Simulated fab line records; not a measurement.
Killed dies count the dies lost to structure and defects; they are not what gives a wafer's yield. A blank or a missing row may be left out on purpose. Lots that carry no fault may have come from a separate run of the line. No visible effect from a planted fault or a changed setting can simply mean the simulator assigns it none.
Matching of chambers | flow sky130 | SKY_CONTACT_CMP_27 on cmp-01: 4 sister chambers
The step polishes, stops on SiO2, t overpolish 15 s, target thk 0 nm. 8 wafers are shown with their chamber, then 9 later ones without.

WAFERS, EACH WITH ITS CHAMBER
wafer  | chamber | motor_current_A (A) | time_to_endpoint_s (s)
L832.5 | 1       | 12.6                | 83.0
L832.6 | 2       | 9.0                 | 80.6
L834.2 | 0       | 9.6                 | 80.5
L834.4 | 3       | 10.8                | 81.5
L834.6 | 3       | 11.3                | 81.8
L835.1 | 0       | 9.7                 | 79.8
L835.4 | 1       | 12.8                | 84.2
L835.6 | 2       | 8.8                 | 86.7

WAFERS WITHOUT THEIR CHAMBER
wafer  | motor_current_A (A) | time_to_endpoint_s (s)
L845.1 | 8.6                 | 82.1
L845.3 | 9.3                 | 77.3
L845.5 | 9.7                 | 79.7
L847.2 | 10.4                | 81.3
L847.4 | 9.0                 | 84.2
L847.6 | 8.9                 | 80.3
L848.1 | 10.6                | 83.6
L848.3 | 9.4                 | 80.1
L848.6 | 10.7                | 82.5

CHAMBER TAKEN BY EACH
wafer  | from the rows above     | in truth
L845.1 | 2                       | 2
L845.3 | can't be placed: 0 or 2 | 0
L845.5 | 0                       | 0
L847.2 | can't be placed: 3 or 0 | 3
L847.4 | 2                       | 2
L847.6 | 2                       | 2
L848.1 | 3                       | 3
L848.3 | can't be placed: 0 or 2 | 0
L848.6 | 3                       | 3
Correctly placed: 6 of 9. Cannot be placed on the basis of these rows: 3; the candidates contain the true chamber in 3. Wrongly placed: 0.
How it was worked out, from the rows above alone: a wafer's distance from a chamber is the root of the sum, over the readings, of the square of ((its reading less the chamber's mean) divided by the reading's scatter). The wafer belongs to the nearest chamber; if the next one is less than 2 further off, it can't be placed. The mean given for a chamber averages the wafers shown for that chamber. How the scatter is found: for the shown wafers, subtract from each reading the mean of its chamber, square and add these, divide the total by (wafers less chambers), then take the root.
